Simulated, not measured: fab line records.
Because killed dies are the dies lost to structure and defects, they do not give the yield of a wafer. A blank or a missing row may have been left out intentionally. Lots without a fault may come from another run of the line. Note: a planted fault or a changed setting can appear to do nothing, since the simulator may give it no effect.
What tool caused it? / flow sky130 / 13 lots with 39 wafers sampled at 3 steps, on a route of 708 steps

## WHAT THE GAUGES SHOWED, per wafer
The record holds no reading of a measuring or inspecting step that can be judged against a usual standard deviation.

## WHAT TOOL EACH LOT RAN ON (gives the tool, then ch and the chambers of the sampled wafers, and finally the start)
lot=L525; SKY_VIA1_ETCH_14=rie_diel-04 ch 0,1,3, day 33 23:38; SKY_VIA1_STRIP_16=plasma_asher-01 ch 0,1, day 33 23:46; SKY_PAD_OPEN_PROBE_99=-
lot=L528; SKY_VIA1_ETCH_14=rie_diel-02 ch 2,3, day 34 21:02; SKY_VIA1_STRIP_16=plasma_asher-01 ch 0,1, day 34 21:08; SKY_PAD_OPEN_PROBE_99=-
lot=L529; SKY_VIA1_ETCH_14=rie_diel-02 ch 0,2, day 35 05:17; SKY_VIA1_STRIP_16=plasma_asher-01 ch 0, day 35 05:23; SKY_PAD_OPEN_PROBE_99=-
lot=L530; SKY_VIA1_ETCH_14=rie_diel-04 ch 1,2,3, day 35 16:13; SKY_VIA1_STRIP_16=plasma_asher-01 ch 0,1, day 35 16:18; SKY_PAD_OPEN_PROBE_99=-
lot=L531; SKY_VIA1_ETCH_14=rie_diel-02 ch 0,1,2, day 35 20:46; SKY_VIA1_STRIP_16=plasma_asher-01 ch 0,1, day 35 20:51; SKY_PAD_OPEN_PROBE_99=-
lot=L538; SKY_VIA1_ETCH_14=rie_diel-02 ch 1,2,3, day 38 02:56; SKY_VIA1_STRIP_16=plasma_asher-01 ch 0,1, day 38 03:02; SKY_PAD_OPEN_PROBE_99=-
lot=L539; SKY_VIA1_ETCH_14=rie_diel-03 ch 0,3, day 38 04:23; SKY_VIA1_STRIP_16=plasma_asher-01 ch 0,1, day 38 04:29; SKY_PAD_OPEN_PROBE_99=prober-02, day 48 23:40
lot=L541; SKY_VIA1_ETCH_14=rie_diel-02 ch 0,1,3, day 38 15:46; SKY_VIA1_STRIP_16=plasma_asher-01 ch 0,1, day 38 15:51; SKY_PAD_OPEN_PROBE_99=-
lot=L542; SKY_VIA1_ETCH_14=rie_diel-04 ch 0,1,3, day 39 02:14; SKY_VIA1_STRIP_16=plasma_asher-02 ch 0,1, day 39 02:22; SKY_PAD_OPEN_PROBE_99=-
lot=L543; SKY_VIA1_ETCH_14=rie_diel-02 ch 0,1,3, day 39 11:59; SKY_VIA1_STRIP_16=plasma_asher-02 ch 1, day 39 12:05; SKY_PAD_OPEN_PROBE_99=-
lot=L545; SKY_VIA1_ETCH_14=rie_diel-02 ch 0,1,2, day 39 23:40; SKY_VIA1_STRIP_16=plasma_asher-03 ch 0,1, day 39 23:45; SKY_PAD_OPEN_PROBE_99=-
lot=L547; SKY_VIA1_ETCH_14=rie_diel-04 ch 0,1,3, day 40 14:28; SKY_VIA1_STRIP_16=plasma_asher-02 ch 0,1, day 40 14:33; SKY_PAD_OPEN_PROBE_99=-
lot=L548; SKY_VIA1_ETCH_14=rie_diel-02 ch 1,2,3, day 42 00:14; SKY_VIA1_STRIP_16=plasma_asher-03 ch 0, day 42 00:20; SKY_PAD_OPEN_PROBE_99=-
- SKY_VIA1_ETCH_14: etches BARC in N2/H2, stops on SiO2, time 45.9 s, target depth 60 nm.
- SKY_VIA1_STRIP_16: strips in O2/N2.
- SKY_PAD_OPEN_PROBE_99

## AS READ BY THE TOOLS THEMSELVES (means over the sampled wafers that have a number; for cases with no such wafer, the mark the record gives instead)
SKY_VIA1_ETCH_14. Usual: drypump_motor_current_A 5.8 A, standard deviation 0.49; oes_product_au 0.854 a.u., standard deviation 0.0045; throttle_valve_pct 13.224 %, standard deviation 0.0098.
lot=L525; tool=rie_diel-04; drypump_motor_current_A (A)=5.3; oes_product_au (a.u.)=0.854; throttle_valve_pct (%)=13.228; flag=
lot=L528; tool=rie_diel-02; drypump_motor_current_A (A)=5.7; oes_product_au (a.u.)=0.852; throttle_valve_pct (%)=13.229; flag=
lot=L529; tool=rie_diel-02; drypump_motor_current_A (A)=5.9; oes_product_au (a.u.)=0.857; throttle_valve_pct (%)=13.222; flag=
lot=L530; tool=rie_diel-04; drypump_motor_current_A (A)=5.3; oes_product_au (a.u.)=0.851; throttle_valve_pct (%)=13.219; flag=
lot=L531; tool=rie_diel-02; drypump_motor_current_A (A)=5.9; oes_product_au (a.u.)=0.850; throttle_valve_pct (%)=13.224; flag=
lot=L538; tool=rie_diel-02; drypump_motor_current_A (A)=6.0; oes_product_au (a.u.)=0.851; throttle_valve_pct (%)=13.214; flag=
lot=L539; tool=rie_diel-03; drypump_motor_current_A (A)=6.4; oes_product_au (a.u.)=0.857; throttle_valve_pct (%)=13.225; flag=
lot=L541; tool=rie_diel-02; drypump_motor_current_A (A)=6.2; oes_product_au (a.u.)=0.853; throttle_valve_pct (%)=13.222; flag=
lot=L542; tool=rie_diel-04; drypump_motor_current_A (A)=5.3; oes_product_au (a.u.)=0.859; throttle_valve_pct (%)=13.220; flag=
lot=L543; tool=rie_diel-02; drypump_motor_current_A (A)=6.2; oes_product_au (a.u.)=0.854; throttle_valve_pct (%)=13.219; flag=
lot=L545; tool=rie_diel-02; drypump_motor_current_A (A)=5.9; oes_product_au (a.u.)=0.850; throttle_valve_pct (%)=13.225; flag=
lot=L547; tool=rie_diel-04; drypump_motor_current_A (A)=5.3; oes_product_au (a.u.)=0.856; throttle_valve_pct (%)=13.223; flag=
lot=L548; tool=rie_diel-02; drypump_motor_current_A (A)=6.0; oes_product_au (a.u.)=0.860; throttle_valve_pct (%)=13.220; flag=

SKY_VIA1_STRIP_16. Usual: drypump_motor_current_A 5.7 A, standard deviation 0.4; oes_product_au 0.415 a.u., standard deviation 0.0046; strip_time_to_endpoint_s 4.442 s, standard deviation 0.024.
lot=L525; tool=plasma_asher-01; drypump_motor_current_A (A)=5.9; oes_product_au (a.u.)=0.415; strip_time_to_endpoint_s (s)=4.402; flag=
lot=L528; tool=plasma_asher-01; drypump_motor_current_A (A)=5.6; oes_product_au (a.u.)=0.416; strip_time_to_endpoint_s (s)=4.473; flag=
lot=L529; tool=plasma_asher-01; drypump_motor_current_A (A)=5.3; oes_product_au (a.u.)=0.421; strip_time_to_endpoint_s (s)=4.508; flag=
lot=L530; tool=plasma_asher-01; drypump_motor_current_A (A)=5.6; oes_product_au (a.u.)=0.411; strip_time_to_endpoint_s (s)=4.410; flag=
lot=L531; tool=plasma_asher-01; drypump_motor_current_A (A)=5.8; oes_product_au (a.u.)=0.417; strip_time_to_endpoint_s (s)=4.468; flag=
lot=L538; tool=plasma_asher-01; drypump_motor_current_A (A)=5.9; oes_product_au (a.u.)=0.411; strip_time_to_endpoint_s (s)=4.447; flag=
lot=L539; tool=plasma_asher-01; drypump_motor_current_A (A)=5.8; oes_product_au (a.u.)=0.413; strip_time_to_endpoint_s (s)=4.474; flag=
lot=L541; tool=plasma_asher-01; drypump_motor_current_A (A)=5.6; oes_product_au (a.u.)=0.417; strip_time_to_endpoint_s (s)=4.454; flag=
lot=L542; tool=plasma_asher-02; drypump_motor_current_A (A)=5.9; oes_product_au (a.u.)=0.415; strip_time_to_endpoint_s (s)=4.427; flag=
lot=L543; tool=plasma_asher-02; drypump_motor_current_A (A)=5.1; oes_product_au (a.u.)=0.415; strip_time_to_endpoint_s (s)=4.427; flag=
lot=L545; tool=plasma_asher-03; drypump_motor_current_A (A)=5.7; oes_product_au (a.u.)=0.412; strip_time_to_endpoint_s (s)=4.433; flag=
lot=L547; tool=plasma_asher-02; drypump_motor_current_A (A)=5.9; oes_product_au (a.u.)=0.416; strip_time_to_endpoint_s (s)=4.418; flag=
lot=L548; tool=plasma_asher-03; drypump_motor_current_A (A)=5.7; oes_product_au (a.u.)=0.417; strip_time_to_endpoint_s (s)=4.454; flag=

SKY_PAD_OPEN_PROBE_99. Usual: defect_limited_yield 82.6 %, standard deviation 1.8; killed_at_M0_to_M3 43, standard deviation 6.5; killed_at_M4_up 3.1, standard deviation 1.8; killed_at_contacts 24, standard deviation 5.6; killed_at_front_end 15, standard deviation 4.2; killed_at_other 0.3, standard deviation 0.5; killed_dies 86, standard deviation 8.9; killed_open 47, standard deviation 6.9; killed_short 39, standard deviation 5.9; sort_bin_3_pad_short 0.9 %, standard deviation 0.39; sort_bin_5_function 10.4 %, standard deviation 1.6; sort_bin_6_memory 6.2 %, standard deviation 1; sort_n_pass 406, standard deviation 8.9; sort_yield_pct 82.6 %, standard deviation 1.8.
lot=L539; tool=prober-02; defect_limited_yield (%)=83.0; killed_at_M0_to_M3=40; killed_at_M4_up=3.7; killed_at_contacts=27; killed_at_front_end=12; killed_at_other=0.0; killed_dies=83; killed_open=46; killed_short=37; sort_bin_3_pad_short (%)=0.7; sort_bin_5_function (%)=10.5; sort_bin_6_memory (%)=5.7; sort_n_pass=409; sort_yield_pct (%)=83.0; flag=

## THE ANSWER, worked out from the rows above alone
Rule: take the mean of a lot's wafers that have a number; if it is more than 3 standard deviations from the usual mean, the lot is off. Also off: a lot with no number at a reading for which 4 or more lots have one. All remaining lots with rows at the step are treated as sound. Order of review: gauges by route order, followed by the tools' own readings, for which a lot's mean as printed above is used. The first step at which some lot is off is used, and at that step the reading that is off furthest; a lot without a number counts as furthest.
Nothing can be told from this: no lot is off at any reading shown.

## WHAT THE SIMULATOR HAD PUT IN
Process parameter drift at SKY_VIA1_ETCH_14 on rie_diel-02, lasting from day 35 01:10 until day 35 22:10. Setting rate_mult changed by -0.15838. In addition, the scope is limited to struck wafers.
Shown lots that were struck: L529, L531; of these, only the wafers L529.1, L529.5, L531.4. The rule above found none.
